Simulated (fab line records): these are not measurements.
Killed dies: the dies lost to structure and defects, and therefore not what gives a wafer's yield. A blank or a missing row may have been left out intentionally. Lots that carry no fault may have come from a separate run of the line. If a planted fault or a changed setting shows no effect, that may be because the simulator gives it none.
The tool behind it: which one? / flow sky130 / 12 lots, 36 wafers sampled, at 5 steps of a route of 708

## WHAT THE GAUGES READ, wafer by wafer
SKY_SD_N_OVL_MEAS_08. Usual: SD_N_OVL gives 0.9 nm (standard deviation 1.3).
lot=L813; measured=day 28 21:44; on=overlay-02; SD_N_OVL (nm)=2.3 1.1 1.6; flag=
lot=L814; measured=day 29 09:02; on=overlay-01; SD_N_OVL (nm)=1.6 3.3 3.2; flag=
lot=L819; measured=day 30 13:19; on=overlay-02; SD_N_OVL (nm)=0.3 3.1 1.0; flag=
lot=L820; measured=day 31 02:38; on=overlay-01; SD_N_OVL (nm)=-0.2 -1.4 -0.6; flag=
lot=L821; measured=day 31 04:40; on=overlay-01; SD_N_OVL (nm)=2.1 2.5 0.9; flag=
lot=L822; measured=day 31 13:05; on=overlay-02; SD_N_OVL (nm)=-0.4 1.0 0.3; flag=
lot=L823; measured=day 32 06:05; on=overlay-02; SD_N_OVL (nm)=-0.1 -0.7 -1.1; flag=
lot=L824; measured=day 32 12:20; on=overlay-01; SD_N_OVL (nm)=-0.4 1.7 -1.3; flag=
lot=L825; measured=day 32 20:03; on=overlay-01; SD_N_OVL (nm)=-0.8 0.2 0.7; flag=
lot=L827; measured=day 33 11:59; on=overlay-01; SD_N_OVL (nm)=1.1 0.6 1.8; flag=
lot=L829; measured=day 34 02:32; on=overlay-01; SD_N_OVL (nm)=0.9 1.5 0.1; flag=
lot=L835; measured=day 35 16:35; on=overlay-01; SD_N_OVL (nm)=0.6 0.0 3.2; flag=

SKY_LOCAL_INTERCONNECT_OVL_MEAS_12. Usual: LOCAL_INTERCONNECT_OVL gives 2 nm (standard deviation 6.6).
lot=L813; measured=day 31 10:50; on=overlay-01; LOCAL_INTERCONNECT_OVL (nm)=-6 5 -2; flag=
lot=L814; measured=day 31 21:49; on=overlay-01; LOCAL_INTERCONNECT_OVL (nm)=8 5 12; flag=
lot=L819; measured=day 33 01:31; on=overlay-01; LOCAL_INTERCONNECT_OVL (nm)=-11 -15 11; flag=
lot=L820; measured=day 33 15:14; on=overlay-02; LOCAL_INTERCONNECT_OVL (nm)=5 7 -5; flag=
lot=L821; measured=day 33 16:22; on=overlay-02; LOCAL_INTERCONNECT_OVL (nm)=13 5 17; flag=
lot=L822; measured=day 34 00:17; on=overlay-02; LOCAL_INTERCONNECT_OVL (nm)=2 2 -3; flag=
lot=L823; measured=day 34 16:43; on=overlay-01; LOCAL_INTERCONNECT_OVL (nm)=2 4 12; flag=
lot=L824; measured=day 34 21:29; on=overlay-01; LOCAL_INTERCONNECT_OVL (nm)=6 10 2; flag=
lot=L825; measured=day 35 05:23; on=overlay-01; LOCAL_INTERCONNECT_OVL (nm)=-1 7 -8; flag=
lot=L827; measured=day 35 20:40; on=overlay-02; LOCAL_INTERCONNECT_OVL (nm)=8 -2 -2; flag=
lot=L829; measured=day 36 10:08; on=overlay-02; LOCAL_INTERCONNECT_OVL (nm)=-1 0 -1; flag=
lot=L835; measured=day 38 00:32; on=overlay-02; LOCAL_INTERCONNECT_OVL (nm)=-7 -1 -7; flag=

SKY_CONTACT_THK_MEAS_01. Usual: CONTACT_CVD_00_THK gives 74.9 nm (standard deviation 1).
lot=L813; measured=day 31 11:49; on=filmMetro-04; CONTACT_CVD_00_THK (nm)=75.0 75.8 75.8; flag=
lot=L814; measured=day 31 22:49; on=filmMetro-02; CONTACT_CVD_00_THK (nm)=72.6 73.3 75.0; flag=
lot=L819; measured=day 33 02:18; on=filmMetro-04; CONTACT_CVD_00_THK (nm)=74.6 74.0 75.8; flag=
lot=L820; measured=day 33 16:02; on=filmMetro-04; CONTACT_CVD_00_THK (nm)=73.5 75.1 75.4; flag=
lot=L821; measured=day 33 17:08; on=filmMetro-04; CONTACT_CVD_00_THK (nm)=73.9 73.6 73.6; flag=
lot=L822; measured=day 34 01:05; on=filmMetro-02; CONTACT_CVD_00_THK (nm)=73.9 75.3 74.5; flag=
lot=L823; measured=day 34 17:32; on=filmMetro-02; CONTACT_CVD_00_THK (nm)=75.5 76.5 75.9; flag=
lot=L824; measured=day 34 22:21; on=filmMetro-02; CONTACT_CVD_00_THK (nm)=76.2 75.6 75.5; flag=
lot=L825; measured=day 35 06:11; on=filmMetro-04; CONTACT_CVD_00_THK (nm)=73.1 75.5 76.5; flag=
lot=L827; measured=day 35 21:26; on=filmMetro-03; CONTACT_CVD_00_THK (nm)=73.7 75.7 75.2; flag=
lot=L829; measured=day 36 11:01; on=filmMetro-03; CONTACT_CVD_00_THK (nm)=75.6 58.5 76.0; flag=OFF
lot=L835; measured=day 38 01:23; on=filmMetro-04; CONTACT_CVD_00_THK (nm)=75.9 75.7 75.5; flag=

SKY_CONTACT_CD_MEAS_14: the cd target is 170 nm. Usual: cdNm 169.8 nm, standard deviation 1.8.
lot=L813; measured=day 32 16:52; on=cdSem-01; cdNm (nm)=173.0 173.1 172.3; flag=
lot=L814; measured=day 33 04:24; on=cdSem-01; cdNm (nm)=172.2 172.6 172.0; flag=
lot=L819; measured=day 34 06:40; on=cdSem-01; cdNm (nm)=170.1 169.7 169.5; flag=
lot=L820; measured=day 34 19:20; on=cdSem-02; cdNm (nm)=173.6 173.4 174.0; flag=
lot=L821; measured=day 34 20:29; on=cdSem-02; cdNm (nm)=166.4 168.3 169.1; flag=
lot=L822; measured=day 35 04:41; on=cdSem-02; cdNm (nm)=166.9 168.7 167.4; flag=
lot=L823; measured=day 35 20:14; on=cdSem-02; cdNm (nm)=168.6 169.0 168.7; flag=
lot=L824; measured=day 36 02:33; on=cdSem-02; cdNm (nm)=166.1 166.1 166.1; flag=
lot=L825; measured=day 36 09:12; on=cdSem-02; cdNm (nm)=169.4 171.2 169.3; flag=
lot=L827; measured=day 37 00:43; on=cdSem-01; cdNm (nm)=168.6 168.1 167.8; flag=
lot=L829; measured=day 37 13:58; on=cdSem-02; cdNm (nm)=168.3 167.7 167.8; flag=
lot=L835; measured=day 39 04:17; on=cdSem-02; cdNm (nm)=170.7 170.8 170.3; flag=

## WHAT TOOL EACH LOT RAN ON (gives the tool, then ch and the chambers of the sampled wafers, and finally the start)
lot=L813; SKY_CONTACT_CVD_00=pecvd-02 ch 0,1,2, day 31 11:47
lot=L814; SKY_CONTACT_CVD_00=pecvd-01 ch 1,2, day 31 22:47
lot=L819; SKY_CONTACT_CVD_00=pecvd-01 ch 0,1,2, day 33 02:16
lot=L820; SKY_CONTACT_CVD_00=pecvd-01 ch 1,2, day 33 15:59
lot=L821; SKY_CONTACT_CVD_00=pecvd-02 ch 0,1,2, day 33 17:07
lot=L822; SKY_CONTACT_CVD_00=pecvd-03 ch 0,1,2, day 34 01:03
lot=L823; SKY_CONTACT_CVD_00=pecvd-02 ch 0,1, day 34 17:29
lot=L824; SKY_CONTACT_CVD_00=pecvd-01 ch 0,1,2, day 34 22:15
lot=L825; SKY_CONTACT_CVD_00=pecvd-01 ch 1,2, day 35 06:07
lot=L827; SKY_CONTACT_CVD_00=pecvd-01 ch 0,2, day 35 21:24
lot=L829; SKY_CONTACT_CVD_00=pecvd-01 ch 0,1,2, day 36 10:59
lot=L835; SKY_CONTACT_CVD_00=pecvd-02 ch 0,1,2, day 38 01:20
- SKY_CONTACT_CVD_00: deposits Si3N4, target thk 75 nm.

## AS READ BY THE TOOLS THEMSELVES (means over the sampled wafers that have a number; for cases with no such wafer, the mark the record gives instead)
SKY_CONTACT_CVD_00. Usual: heaterPowerW 760 W, standard deviation 100.
lot=L813; tool=pecvd-02; heaterPowerW (W)=747; flag=
lot=L814; tool=pecvd-01; heaterPowerW (W)=888; flag=
lot=L819; tool=pecvd-01; heaterPowerW (W)=781; flag=
lot=L820; tool=pecvd-01; heaterPowerW (W)=886; flag=
lot=L821; tool=pecvd-02; heaterPowerW (W)=705; flag=
lot=L822; tool=pecvd-03; heaterPowerW (W)=632; flag=
lot=L823; tool=pecvd-02; heaterPowerW (W)=691; flag=
lot=L824; tool=pecvd-01; heaterPowerW (W)=797; flag=
lot=L825; tool=pecvd-01; heaterPowerW (W)=892; flag=
lot=L827; tool=pecvd-01; heaterPowerW (W)=866; flag=
lot=L829; tool=pecvd-01; heaterPowerW (W)=846; flag=
lot=L835; tool=pecvd-02; heaterPowerW (W)=717; flag=

## THE ANSWER, worked out from the rows above alone
Rule: a lot is off if the mean of its wafers that have a number lies more than 3 standard deviations from the usual mean. Also off: a lot with no number at a reading for which 4 or more lots have one. Any other lot the step has rows for is counted as sound. First the gauges in route order, then the tools' own readings, where a lot's mean is used as printed above. The first step at which some lot is off is used, and at that step the reading that is off furthest; a lot without a number counts as furthest.
Off: at SKY_CONTACT_THK_MEAS_01 (CONTACT_CVD_00_THK), L829.
If a tool, at a process step before that reading, ran all the lots that are off and no sound lot after the first of them, it fits. Those tools and the gauges at SKY_CONTACT_THK_MEAS_01 are tried in the same way. This does not decide it: 2 tools fit, namely pecvd-01 at SKY_CONTACT_CVD_00 and filmMetro-03 at SKY_CONTACT_THK_MEAS_01.

## WHAT THE SIMULATOR HAD INSERTED
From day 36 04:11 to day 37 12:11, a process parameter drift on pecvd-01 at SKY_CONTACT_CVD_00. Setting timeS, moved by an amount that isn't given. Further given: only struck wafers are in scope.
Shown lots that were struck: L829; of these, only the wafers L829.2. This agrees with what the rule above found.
